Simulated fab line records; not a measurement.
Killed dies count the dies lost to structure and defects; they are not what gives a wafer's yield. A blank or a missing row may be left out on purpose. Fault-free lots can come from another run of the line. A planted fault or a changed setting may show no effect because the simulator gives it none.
fab line records -- flow sky130
[record] lots = 24, wafers = 72, lastDay = 50
route steps=708 shown LI_CONTACT@377 VIA1@470 VIA2@520 METAL3@569 PAD_OPEN@707
lots untouched by any fault: they come from a run of this same line in which no faults occurred
startH: the number of hours between the record's first day and the start of the first shown wafer of the lot -- waitH: hours elapsed since this lot's preceding step -- " as in the row above -- L1.1+2: a single row standing in for several wafers -- - no value, or no start given -- * or withheld: withheld -- < > ~ a bound
route shown NAME@n: a module of which the file shows steps, and the number in the route of the first -- usual: average and standard deviation across the fault-free wafers -- same: alike in all rows -- chamber/n: place in a boat -- sites: each site's reading -- _std_site: how widely they spread, as a standard deviation -- _edge_site: the outer-site mean with the inner-site mean subtracted -- radiusMm: for every site, how far away it sits from the centre of the wafer -- mask NAME#n: copy n -- behind: the most recent tool/chamber to have shaped the wafer -- hold: why the lot was held/for how many hours/how that ended -- device: the transistor (n, p or np) that didn't switch -- end of line: tests run on the same wafers once the route is complete -- a step given without rows: its recipe and nothing more -- killed: count of dies lost to structure and defects at first sort (not the wafer's yield) -- map: dies across one wafer; x = killed, . = not, _ = none there
set.NAME: the run value of the setting; set.NAME@STEP: its run value at that earlier step -- model.NAME: the simulator's own value behind a step, which no gauge read
the route's steps for a sample of lots (tables are steps, rows are wafers)
services: from which hour (startH, from the record's first day; less than 0 if before it) a tool's chamber was out of use, for how many hours, and why
[[steps]]
[step SKY_LI_CONTACT_ETCH_15]
[recipe] target = PSG, chemistry = C4F8/O2/Ar, stopOn = Si, taperDeg = 4.15, maskMaterial = KrF-thick, sourceW = 1500, biasW = 1200, pressureMtorr = 40, c4f8FlowSccm = withheld, O2_flow_sccm = 6, Ar_flow_sccm = 300, timeS = withheld, targetDepthA = 6000
[usual] oesProductAu = 0.838/0.0047
lot.wafer,tool,chamber,startH,waitH,oesProductAu
L074.2,rieDiel-03,0,679.81,0.0,0.840
L074.3,rieDiel-03,1,679.81,0.0,0.842
L074.6,rieDiel-03,3,679.81,0.0,0.836
L075.1,rieDiel-04,1,689.46,0.0,0.826
L075.2,rieDiel-04,0,689.46,0.0,0.837
L075.3,rieDiel-04,3,689.46,0.0,0.835
L076.2,rieDiel-02,3,696.04,0.0,0.832
L076.4,rieDiel-02,1,696.04,0.0,0.834
L076.5,rieDiel-02,0,696.04,0.0,0.830
L077.2,rieDiel-04,3,711.41,0.0,0.833
L077.3,rieDiel-04,2,711.41,0.0,0.843
L077.6,rieDiel-04,3,711.41,0.0,0.834
L079.2,rieDiel-03,2,730.31,0.0,0.833
L079.5,rieDiel-03,3,730.31,0.0,0.843
L079.6,rieDiel-03,2,730.31,0.0,0.839
L078.3,rieDiel-04,3,731.19,0.0,0.839
L078.4,rieDiel-04,0,731.19,0.0,0.833
L078.5,rieDiel-04,0,731.19,0.0,0.846
L080.2,rieDiel-04,3,737.64,0.0,0.844
L080.4,rieDiel-04,2,737.64,0.0,0.839
L080.6,rieDiel-04,3,737.64,0.0,0.840
L081.1,rieDiel-04,3,738.64,0.0,0.843
L081.4,rieDiel-04,1,738.64,0.0,0.833
L081.5,rieDiel-04,3,738.64,0.0,0.830
L082.4,rieDiel-04,2,743.29,0.0,0.837
L082.5,rieDiel-04,1,743.29,0.0,0.836
L082.6,rieDiel-04,0,743.29,0.0,0.838
L083.1,rieDiel-03,0,754.39,0.0,0.836
L083.2,rieDiel-03,1,754.39,0.0,0.830
L083.3,rieDiel-03,3,754.39,0.0,0.832
L084.4,rieDiel-04,2,764.54,0.0,0.839
L084.5,rieDiel-04,2,764.54,0.0,0.835
L084.6,rieDiel-04,1,764.54,0.0,0.835
L085.1,rieDiel-02,3,768.04,0.0,0.836
L085.2,rieDiel-02,2,768.04,0.0,0.831
L085.5,rieDiel-02,1,768.04,0.0,0.833
L087.2,rieDiel-02,0,777.64,0.0,0.840
L087.3,rieDiel-02,2,777.64,0.0,0.835
L087.6,rieDiel-02,3,777.64,0.0,0.837
L086.3,rieDiel-02,0,778.71,0.0,0.838
L086.5,rieDiel-02,1,778.71,0.0,0.838
L086.6,rieDiel-02,2,778.71,0.0,0.845
L088.1,rieDiel-03,1,789.29,0.0,0.840
L088.2,rieDiel-03,0,789.29,0.0,0.837
L088.5,rieDiel-03,1,789.29,0.0,0.837
L089.1,rieDiel-02,3,792.24,0.0,0.839
L089.5,rieDiel-02,1,792.24,0.0,0.848
L089.6,rieDiel-02,2,792.24,0.0,0.834
L090.1,rieDiel-04,1,806.01,0.0,0.841
L090.5,rieDiel-04,1,806.01,0.0,0.839
L090.6,rieDiel-04,2,806.01,0.0,0.832
L091.3,rieDiel-02,1,813.99,0.0,0.837
L091.4,rieDiel-02,0,813.99,0.0,0.838
L091.5,rieDiel-02,2,813.99,0.0,0.838
L092.1,rieDiel-03,2,819.21,0.0,0.843
L092.2,rieDiel-03,0,819.21,0.0,0.837
L092.6,rieDiel-03,0,819.21,0.0,0.838
L093.1,rieDiel-03,1,827.19,0.0,0.838
L093.2,rieDiel-03,2,827.19,0.0,0.842
L093.4,rieDiel-03,3,827.19,0.0,0.833
L095.3,rieDiel-04,0,839.64,0.0,0.840
L095.4,rieDiel-04,3,839.64,0.0,0.833
L095.5,rieDiel-04,0,839.64,0.0,0.841
L094.1,rieDiel-03,2,841.54,0.0,0.838
L094.3,rieDiel-03,3,841.54,0.0,0.837
L094.6,rieDiel-03,2,841.54,0.0,0.837
L096.2,rieDiel-02,3,852.54,0.0,0.835
L096.3,rieDiel-02,2,852.54,0.0,0.836
L096.4,rieDiel-02,1,852.54,0.0,0.831
L097.3,rieDiel-02,3,856.66,0.0,0.834
L097.4,rieDiel-02,2,856.66,0.0,0.846
L097.5,rieDiel-02,0,856.66,0.0,0.843
[step SKY_VIA1_CD_MEAS_12]
[recipe] targetCdNm = 150
[usual] cdNm = 150.0/1.6
lot.wafer,tool,chamber,startH,waitH,cdNm
L074.2,cdSem-01,-,793.91,-,150.2
L074.3,cdSem-01,-,793.91,-,150.4
L074.6,cdSem-01,-,793.91,-,150.3
L075.1,cdSem-01,-,804.21,-,148.0
L075.2,cdSem-01,-,804.21,-,149.0
L075.3,cdSem-01,-,804.21,-,149.6
L076.2,cdSem-02,-,807.76,-,151.1
L076.4,cdSem-02,-,807.76,-,153.1
L076.5,cdSem-02,-,807.76,-,151.5
L077.2,cdSem-01,-,824.73,-,154.4
L077.3,cdSem-01,-,824.73,-,151.8
L077.6,cdSem-01,-,824.73,-,153.8
L079.2,cdSem-01,-,844.81,-,150.1
L079.5,cdSem-01,-,844.81,-,147.1
L079.6,cdSem-01,-,844.81,-,148.2
L078.3,cdSem-02,-,846.08,-,150.2
L078.4,cdSem-02,-,846.08,-,148.8
L078.5,cdSem-02,-,846.08,-,150.2
L080.2,cdSem-01,-,851.41,-,148.4
L080.4,cdSem-01,-,851.41,-,149.2
L080.6,cdSem-01,-,851.41,-,150.3
L081.1,cdSem-01,-,852.94,-,148.4
L081.4,cdSem-01,-,852.94,-,147.3
L081.5,cdSem-01,-,852.94,-,147.3
L082.4,cdSem-01,-,855.40,-,152.1
L082.5,cdSem-01,-,855.40,-,151.6
L082.6,cdSem-01,-,855.40,-,151.6
L083.1,cdSem-02,-,865.64,-,147.4
L083.2,cdSem-02,-,865.64,-,148.4
L083.3,cdSem-02,-,865.64,-,149.4
L084.4,cdSem-02,-,875.60,-,150.5
L084.5,cdSem-02,-,875.60,-,151.1
L084.6,cdSem-02,-,875.60,-,150.8
L085.1,cdSem-02,-,880.54,-,150.0
L085.2,cdSem-02,-,880.54,-,149.2
L085.5,cdSem-02,-,880.54,-,148.6
L086.3,cdSem-01,-,888.75,-,149.7
L086.5,cdSem-01,-,888.75,-,151.2
L086.6,cdSem-01,-,888.75,-,153.0
L087.2,cdSem-02,-,889.08,-,146.1
L087.3,cdSem-02,-,889.08,-,146.9
L087.6,cdSem-02,-,889.08,-,147.9
L088.1,cdSem-01,-,900.66,-,150.1
L088.2,cdSem-01,-,900.66,-,149.6
L088.5,cdSem-01,-,900.66,-,151.2
L089.1,cdSem-02,-,901.84,-,148.4
L089.5,cdSem-02,-,901.84,-,149.9
L089.6,cdSem-02,-,901.84,-,149.7
L090.1,cdSem-02,-,916.51,-,151.4
L090.5,cdSem-02,-,916.51,-,151.5
L090.6,cdSem-02,-,916.51,-,149.5
L091.3,cdSem-01,-,921.78,-,150.1
L091.4,cdSem-01,-,921.78,-,148.5
L091.5,cdSem-01,-,921.78,-,152.0
L092.1,cdSem-01,-,928.34,-,150.7
L092.2,cdSem-01,-,928.34,-,149.2
L092.6,cdSem-01,-,928.34,-,150.8
L093.1,cdSem-02,-,935.79,-,149.5
L093.2,cdSem-02,-,935.79,-,150.6
L093.4,cdSem-02,-,935.79,-,149.1
L095.3,cdSem-02,-,947.10,-,150.2
L095.4,cdSem-02,-,947.10,-,151.6
L095.5,cdSem-02,-,947.10,-,149.9
L094.1,cdSem-02,-,948.69,-,149.6
L094.3,cdSem-02,-,948.69,-,148.2
L094.6,cdSem-02,-,948.69,-,150.4
L096.2,cdSem-01,-,958.13,-,150.8
L096.3,cdSem-01,-,958.13,-,151.3
L096.4,cdSem-01,-,958.13,-,150.9
L097.3,cdSem-01,-,963.45,-,151.0
L097.4,cdSem-01,-,963.45,-,151.2
L097.5,cdSem-01,-,963.45,-,152.2
[step SKY_VIA1_OVL_MEAS_13]
[usual] VIA1_OVL = 2/6.3
lot.wafer,tool,chamber,startH,waitH,VIA1_OVL[nm]
L074.2,overlay-02,-,794.02,0.1,2
L074.3,overlay-02,-,794.02,0.1,0
L074.6,overlay-02,-,794.02,0.1,-4
L075.1,overlay-01,-,804.33,0.1,9
L075.2,overlay-01,-,804.33,0.1,7
L075.3,overlay-01,-,804.33,0.1,5
L076.2,overlay-02,-,807.86,0.1,-5
L076.4,overlay-02,-,807.86,0.1,-5
L076.5,overlay-02,-,807.86,0.1,-9
L077.2,overlay-01,-,824.84,0.1,-2
L077.3,overlay-01,-,824.84,0.1,1
L077.6,overlay-01,-,824.84,0.1,-3
L079.2,overlay-02,-,844.92,0.1,-3
L079.5,overlay-02,-,844.92,0.1,-10
L079.6,overlay-02,-,844.92,0.1,-6
L078.3,overlay-02,-,846.17,0.1,15
L078.4,overlay-02,-,846.17,0.1,13
L078.5,overlay-02,-,846.17,0.1,13
L080.2,overlay-01,-,851.52,0.1,7
L080.4,overlay-01,-,851.52,0.1,8
L080.6,overlay-01,-,851.52,0.1,5
L081.1,overlay-01,-,853.06,0.1,-3
L081.4,overlay-01,-,853.06,0.1,5
L081.5,overlay-01,-,853.06,0.1,2
L082.4,overlay-01,-,855.48,0.1,-1
L082.5,overlay-01,-,855.48,0.1,6
L082.6,overlay-01,-,855.48,0.1,0
L083.1,overlay-02,-,865.76,0.1,-1
L083.2,overlay-02,-,865.76,0.1,-4
L083.3,overlay-02,-,865.76,0.1,0
L084.4,overlay-01,-,875.68,0.1,9
L084.5,overlay-01,-,875.68,0.1,6
L084.6,overlay-01,-,875.68,0.1,8
L085.1,overlay-02,-,880.66,0.1,-7
L085.2,overlay-02,-,880.66,0.1,-5
L085.5,overlay-02,-,880.66,0.1,-3
L086.3,overlay-02,-,888.84,0.1,0
L086.5,overlay-02,-,888.84,0.1,-5
L086.6,overlay-02,-,888.84,0.1,-5
L087.2,overlay-01,-,889.19,0.1,-4
L087.3,overlay-01,-,889.19,0.1,3
L087.6,overlay-01,-,889.19,0.1,0
L088.1,overlay-02,-,900.78,0.1,5
L088.2,overlay-02,-,900.78,0.1,3
L088.5,overlay-02,-,900.78,0.1,5
L089.1,overlay-02,-,901.96,0.1,5
L089.5,overlay-02,-,901.96,0.1,4
L089.6,overlay-02,-,901.96,0.1,6
L090.1,overlay-01,-,916.63,0.1,9
L090.5,overlay-01,-,916.63,0.1,8
L090.6,overlay-01,-,916.63,0.1,12
L091.3,overlay-02,-,921.87,0.1,8
L091.4,overlay-02,-,921.87,0.1,5
L091.5,overlay-02,-,921.87,0.1,5
L092.1,overlay-01,-,928.46,0.1,0
L092.2,overlay-01,-,928.46,0.1,-3
L092.6,overlay-01,-,928.46,0.1,-3
L093.1,overlay-01,-,935.91,0.1,5
L093.2,overlay-01,-,935.91,0.1,10
L093.4,overlay-01,-,935.91,0.1,10
L095.3,overlay-01,-,947.19,0.1,2
L095.4,overlay-01,-,947.19,0.1,4
L095.5,overlay-01,-,947.19,0.1,1
L094.1,overlay-01,-,948.81,0.1,2
L094.3,overlay-01,-,948.81,0.1,0
L094.6,overlay-01,-,948.81,0.1,14
L096.2,overlay-02,-,958.24,0.1,-3
L096.3,overlay-02,-,958.24,0.1,1
L096.4,overlay-02,-,958.24,0.1,0
L097.3,overlay-01,-,963.54,0.1,-3
L097.4,overlay-01,-,963.54,0.1,-3
L097.5,overlay-01,-,963.54,0.1,-2
[step SKY_VIA2_OVL_MEAS_13]
[usual] VIA2_OVL = 5/5.4
lot.wafer,tool,chamber,startH,waitH,VIA2_OVL[nm]
L074.2,overlay-01,-,850.79,0.1,9
L074.3,overlay-01,-,850.79,0.1,3
L074.6,overlay-01,-,850.79,0.1,9
L075.1,overlay-01,-,860.42,0.1,10
L075.2,overlay-01,-,860.42,0.1,-2
L075.3,overlay-01,-,860.42,0.1,16
L076.2,overlay-02,-,862.38,0.1,7
L076.4,overlay-02,-,862.38,0.1,6
L076.5,overlay-02,-,862.38,0.1,3
L077.2,overlay-01,-,880.19,0.1,-1
L077.3,overlay-01,-,880.19,0.1,4
L077.6,overlay-01,-,880.19,0.1,-7
L079.2,overlay-02,-,898.87,0.1,7
L079.5,overlay-02,-,898.87,0.1,1
L079.6,overlay-02,-,898.87,0.1,6
L078.3,overlay-01,-,900.85,0.1,11
L078.4,overlay-01,-,900.85,0.1,1
L078.5,overlay-01,-,900.85,0.1,12
L080.2,overlay-02,-,905.39,0.1,1
L080.4,overlay-02,-,905.39,0.1,4
L080.6,overlay-02,-,905.39,0.1,11
L081.1,overlay-01,-,906.96,0.1,-4
L081.4,overlay-01,-,906.96,0.1,-6
L081.5,overlay-01,-,906.96,0.1,4
L082.4,overlay-02,-,908.50,0.1,8
L082.5,overlay-02,-,908.50,0.1,-3
L082.6,overlay-02,-,908.50,0.1,6
L083.1,overlay-01,-,919.72,0.1,12
L083.2,overlay-01,-,919.72,0.1,4
L083.3,overlay-01,-,919.72,0.1,8
L084.4,overlay-02,-,929.43,0.1,13
L084.5,overlay-02,-,929.43,0.1,14
L084.6,overlay-02,-,929.43,0.1,20
L085.1,overlay-01,-,934.67,0.1,1
L085.2,overlay-01,-,934.67,0.1,6
L085.5,overlay-01,-,934.67,0.1,1
L086.3,overlay-01,-,942.42,0.1,4
L086.5,overlay-01,-,942.42,0.1,3
L086.6,overlay-01,-,942.42,0.1,6
L087.2,overlay-01,-,943.07,0.1,4
L087.3,overlay-01,-,943.07,0.1,9
L087.6,overlay-01,-,943.07,0.1,10
L088.1,overlay-01,-,953.51,0.1,14
L088.2,overlay-01,-,953.51,0.1,5
L088.5,overlay-01,-,953.51,0.1,10
L089.1,overlay-01,-,954.73,0.1,1
L089.5,overlay-01,-,954.73,0.1,8
L089.6,overlay-01,-,954.73,0.1,6
L090.1,overlay-01,-,969.16,0.1,-5
L090.5,overlay-01,-,969.16,0.1,-6
L090.6,overlay-01,-,969.16,0.1,2
L091.3,overlay-01,-,974.84,0.1,2
L091.4,overlay-01,-,974.84,0.1,6
L091.5,overlay-01,-,974.84,0.1,11
L092.1,overlay-01,-,980.61,0.1,3
L092.2,overlay-01,-,980.61,0.1,-3
L092.6,overlay-01,-,980.61,0.1,6
L093.1,overlay-01,-,987.38,0.1,4
L093.2,overlay-01,-,987.38,0.1,-4
L093.4,overlay-01,-,987.38,0.1,3
L095.3,overlay-02,-,999.03,0.1,1
L095.4,overlay-02,-,999.03,0.1,1
L095.5,overlay-02,-,999.03,0.1,2
L094.1,overlay-01,-,1004.27,0.1,4
L094.3,overlay-01,-,1004.27,0.1,4
L094.6,overlay-01,-,1004.27,0.1,9
L096.2,overlay-02,-,1009.07,0.1,-1
L096.3,overlay-02,-,1009.07,0.1,6
L096.4,overlay-02,-,1009.07,0.1,3
L097.3,overlay-01,-,1014.53,0.1,1
L097.4,overlay-01,-,1014.53,0.1,6
L097.5,overlay-01,-,1014.53,0.1,-4
[step SKY_METAL3_STRIP_19]
[recipe] chemistry = O2/N2, powerW = 1400, pressureMtorr = 1500, platenTempC = withheld, o2FlowSccm = 3000, n2FlowSccm = 300, overashFraction = 0.5
[usual] drypumpMotorCurrentA = 5.9/0.48, oesProductAu = 0.503/0.0065, stripTimeToEndpointS = 6.54/0.1
lot.wafer,tool,chamber,startH,waitH,drypumpMotorCurrentA,oesProductAu,rfHoursCounterH,stripTimeToEndpointS
L074.2,plasmaAsher-04,1,903.79,0.1,6.4,0.494,13,6.48
L074.3,plasmaAsher-04,1,903.79,0.1,6.5,0.504,-,6.49
L074.6,plasmaAsher-04,1,903.79,0.1,6.4,0.501,-,6.53
L075.1,plasmaAsher-02,0,913.27,0.1,5.9,0.490,82,6.37
L075.2,plasmaAsher-02,1,913.27,0.1,5.9,0.497,82,6.53
L075.3,plasmaAsher-02,1,913.27,0.1,5.9,0.492,-,6.43
L076.2,plasmaAsher-02,0,916.82,0.2,5.9,0.493,82,6.32
L076.4,plasmaAsher-02,0,916.82,0.2,5.9,0.494,-,6.35
L076.5,plasmaAsher-02,0,916.82,0.2,5.9,0.502,-,6.41
L077.2,plasmaAsher-04,0,934.09,0.1,5.2,0.507,16,6.72
L077.3,plasmaAsher-04,1,934.09,0.1,6.5,0.497,-,6.50
L077.6,plasmaAsher-04,1,934.09,0.1,6.5,0.502,-,6.50
L079.2,plasmaAsher-02,1,951.94,0.1,5.9,0.504,86,6.62
L079.5,plasmaAsher-02,0,951.94,0.1,5.9,0.507,-,6.64
L079.6,plasmaAsher-02,1,951.94,0.1,5.9,0.511,-,6.70
L078.3,plasmaAsher-04,1,954.32,0.1,6.4,0.499,-,6.49
L078.4,plasmaAsher-04,0,954.32,0.1,5.1,0.496,-,6.31
L078.5,plasmaAsher-04,0,954.32,0.1,5.1,0.507,-,6.48
L080.2,plasmaAsher-04,1,957.57,0.1,6.4,0.505,18,6.63
L080.4,plasmaAsher-04,0,957.57,0.1,5.1,0.507,-,6.48
L080.6,plasmaAsher-04,1,957.57,0.1,6.5,0.502,-,6.44
L081.1,plasmaAsher-02,1,958.92,0.1,5.9,0.492,87,6.42
L081.4,plasmaAsher-02,1,958.92,0.1,5.9,0.497,-,6.40
L081.5,plasmaAsher-02,0,958.92,0.1,5.9,0.504,-,6.46
L082.4,plasmaAsher-02,1,960.45,0.1,5.9,0.504,-,6.61
L082.5,plasmaAsher-02,0,960.45,0.1,5.9,0.505,-,6.62
L082.6,plasmaAsher-02,1,960.45,0.1,5.9,0.502,-,6.60
L083.1,plasmaAsher-02,1,971.94,0.1,5.9,0.498,88,6.49
L083.2,plasmaAsher-02,0,971.94,0.1,5.9,0.494,88,6.53
L083.3,plasmaAsher-02,1,971.94,0.1,5.9,0.512,-,6.55
L084.4,plasmaAsher-03,1,981.18,0.1,6.1,0.499,-,6.52
L084.5,plasmaAsher-03,0,981.18,0.1,6.5,0.505,-,6.49
L084.6,plasmaAsher-03,1,981.18,0.1,6.0,0.505,-,6.61
L085.1,plasmaAsher-03,0,985.50,0.1,6.6,0.504,48,6.59
L085.2,plasmaAsher-03,1,985.50,0.1,6.0,0.509,48,6.70
L085.5,plasmaAsher-03,0,985.50,0.1,6.5,0.505,-,6.61
L086.3,plasmaAsher-02,0,993.16,0.1,5.9,0.503,-,6.56
L086.5,plasmaAsher-02,0,993.16,0.1,5.9,0.497,-,6.50
L086.6,plasmaAsher-02,1,993.16,0.1,5.9,0.509,-,6.64
L087.2,plasmaAsher-04,0,993.84,0.1,5.2,0.515,22,6.64
L087.3,plasmaAsher-04,0,993.84,0.1,5.1,0.506,-,6.50
L087.6,plasmaAsher-04,1,993.84,0.1,6.5,0.506,-,6.56
L088.1,plasmaAsher-02,0,1003.97,0.1,5.9,0.505,91,6.52
L088.2,plasmaAsher-02,1,1003.97,0.1,5.9,0.502,91,6.47
L088.5,plasmaAsher-02,1,1003.97,0.1,5.9,0.502,-,6.55
L089.1,plasmaAsher-04,1,1004.73,0.1,6.4,0.498,23,6.37
L089.5,plasmaAsher-04,0,1004.73,0.1,5.2,0.497,-,6.49
L089.6,plasmaAsher-04,1,1004.73,0.1,6.4,0.499,-,6.48
L090.1,plasmaAsher-02,1,1019.27,0.1,5.9,0.508,92,6.73
L090.5,plasmaAsher-02,1,1019.27,0.1,5.9,0.512,-,6.77
L090.6,plasmaAsher-02,0,1019.27,0.1,5.9,0.506,-,6.56
L091.3,plasmaAsher-04,1,1024.76,0.1,6.4,0.508,-,6.60
L091.4,plasmaAsher-04,0,1024.76,0.1,5.2,0.502,-,6.72
L091.5,plasmaAsher-04,1,1024.76,0.1,6.5,0.513,-,6.73
L092.1,plasmaAsher-04,0,1029.47,0.1,5.1,0.514,25,6.73
L092.2,plasmaAsher-04,1,1029.47,0.1,6.4,0.514,25,6.57
L092.6,plasmaAsher-04,0,1029.47,0.1,5.1,0.500,-,6.60
L093.1,plasmaAsher-04,0,1036.39,0.1,5.1,0.508,26,6.58
L093.2,plasmaAsher-04,1,1036.39,0.1,6.4,0.501,26,6.51
L093.4,plasmaAsher-04,0,1036.39,0.1,5.1,0.498,-,6.41
L095.3,plasmaAsher-04,1,1047.48,0.1,6.4,0.494,-,6.44
L095.4,plasmaAsher-04,0,1047.48,0.1,5.1,0.512,-,6.66
L095.5,plasmaAsher-04,0,1047.48,0.1,5.1,0.509,-,6.60
L094.1,plasmaAsher-04,0,1051.52,0.1,5.1,0.498,27,6.52
L094.3,plasmaAsher-04,0,1051.52,0.1,5.1,0.508,-,6.66
L094.6,plasmaAsher-04,0,1051.52,0.1,5.1,0.490,-,6.49
L096.2,plasmaAsher-03,1,1056.27,0.1,6.0,0.501,55,6.52
L096.3,plasmaAsher-03,0,1056.27,0.1,6.6,0.497,-,6.54
L096.4,plasmaAsher-03,1,1056.27,0.1,6.1,0.497,-,6.38
L097.3,plasmaAsher-02,1,1061.31,0.1,5.9,0.512,-,6.69
L097.4,plasmaAsher-02,0,1061.31,0.1,5.9,0.505,-,6.56
L097.5,plasmaAsher-02,1,1061.31,0.1,5.9,0.512,-,6.64
[step SKY_PAD_OPEN_BOW_MEAS_13]
[recipe] mode = bow
[usual] PAD_OPEN_BOW = 47/9.3
lot.wafer,tool,chamber,startH,waitH,PAD_OPEN_BOW[um]
L074.2,filmMetro-04,-,1078.36,-,62
L074.3,filmMetro-04,-,1078.36,-,51
L074.6,filmMetro-04,-,1078.36,-,46
L075.1,filmMetro-04,-,1084.12,-,50
L075.2,filmMetro-04,-,1084.12,-,45
L075.3,filmMetro-04,-,1084.12,-,35
L076.2,filmMetro-01,-,1088.78,-,55
L076.4,filmMetro-01,-,1088.78,-,57
L076.5,filmMetro-01,-,1088.78,-,56
L077.2,filmMetro-01,-,1101.02,-,49
L077.3,filmMetro-01,-,1101.02,-,41
L077.6,filmMetro-01,-,1101.02,-,44
L079.2,filmMetro-01,-,1116.31,-,49
L079.5,filmMetro-01,-,1116.31,-,37
L079.6,filmMetro-01,-,1116.31,-,29
L078.3,filmMetro-01,-,1118.50,-,35
L078.4,filmMetro-01,-,1118.50,-,42
L078.5,filmMetro-01,-,1118.50,-,45
L080.2,filmMetro-01,-,1122.71,-,53
L080.4,filmMetro-01,-,1122.71,-,32
L080.6,filmMetro-01,-,1122.71,-,44
L081.1,filmMetro-03,-,1123.79,-,45
L081.4,filmMetro-03,-,1123.79,-,36
L081.5,filmMetro-03,-,1123.79,-,42
L082.4,filmMetro-01,-,1124.82,-,42
L082.5,filmMetro-01,-,1124.82,-,53
L082.6,filmMetro-01,-,1124.82,-,48
L083.1,filmMetro-04,-,1134.75,-,64
L083.2,filmMetro-04,-,1134.75,-,70
L083.3,filmMetro-04,-,1134.75,-,56
L084.4,filmMetro-03,-,1141.52,-,53
L084.5,filmMetro-03,-,1141.52,-,42
L084.6,filmMetro-03,-,1141.52,-,43
L085.1,filmMetro-03,-,1145.45,-,37
L085.2,filmMetro-03,-,1145.45,-,55
L085.5,filmMetro-03,-,1145.45,-,38
L086.3,filmMetro-04,-,1148.97,-,53
L086.5,filmMetro-04,-,1148.97,-,53
L086.6,filmMetro-04,-,1148.97,-,47
L087.2,filmMetro-03,-,1151.59,-,40
L087.3,filmMetro-03,-,1151.59,-,47
L087.6,filmMetro-03,-,1151.59,-,43
L088.1,filmMetro-03,-,1157.70,-,53
L088.2,filmMetro-03,-,1157.70,-,42
L088.5,filmMetro-03,-,1157.70,-,41
L089.1,filmMetro-01,-,1159.11,-,59
L089.5,filmMetro-01,-,1159.11,-,63
L089.6,filmMetro-01,-,1159.11,-,66
L090.1,filmMetro-01,-,1172.16,-,34
L090.5,filmMetro-01,-,1172.16,-,41
L090.6,filmMetro-01,-,1172.16,-,28
L091.3,filmMetro-04,-,1174.71,-,61
L091.4,filmMetro-04,-,1174.71,-,44
L091.5,filmMetro-04,-,1174.71,-,36
L092.1,filmMetro-03,-,1178.52,-,48
L092.2,filmMetro-03,-,1178.52,-,53
L092.6,filmMetro-03,-,1178.52,-,43
L093.1,filmMetro-01,-,1184.95,-,30
L093.2,filmMetro-01,-,1184.95,-,46
L093.4,filmMetro-01,-,1184.95,-,34
L095.3,filmMetro-04,-,1191.55,-,36
L095.4,filmMetro-04,-,1191.55,-,29
L095.5,filmMetro-04,-,1191.55,-,41
L094.1,filmMetro-04,-,1195.13,-,48
L094.3,filmMetro-04,-,1195.13,-,48
L094.6,filmMetro-04,-,1195.13,-,43
L096.2,filmMetro-03,-,1198.88,-,41
L096.3,filmMetro-03,-,1198.88,-,48
L096.4,filmMetro-03,-,1198.88,-,49
L097.3,filmMetro-04,-,1202.06,-,43
L097.4,filmMetro-04,-,1202.06,-,54
L097.5,filmMetro-04,-,1202.06,-,44
[[services]]
tool,chamber,startH,hours,kind
rieDiel-02,0,715.33,5.7,repair
plasmaAsher-04,-,733.75,9.0,pm
plasmaAsher-04,-,758.64,0.5,repair
plasmaAsher-02,-,763.84,2.3,repair
rieDiel-04,2,767.37,5.5,repair
plasmaAsher-02,-,781.15,2.4,repair
rieDiel-02,0,792.60,5.5,repair
rieDiel-02,3,799.76,14.3,repair
plasmaAsher-04,-,817.74,1.2,repair
rieDiel-04,3,820.54,7.2,repair
rieDiel-04,0,851.15,15.5,repair
plasmaAsher-04,-,861.71,22.3,repair
rieDiel-02,0,867.23,4.6,repair
rieDiel-02,0,897.92,4.3,repair
rieDiel-04,-,910.42,2.1,repair
plasmaAsher-04,-,926.84,6.6,repair
rieDiel-04,3,956.49,8.2,repair
plasmaAsher-04,-,958.24,2.8,pm
rieDiel-04,2,965.59,30.5,repair
rieDiel-04,0,983.80,3.0,repair
plasmaAsher-02,-,1015.00,3.8,repair
rieDiel-04,0,1027.04,2.8,repair
rieDiel-04,0,1047.31,6.3,repair
rieDiel-04,0,1056.76,3.4,repair
[[key]]
fault none
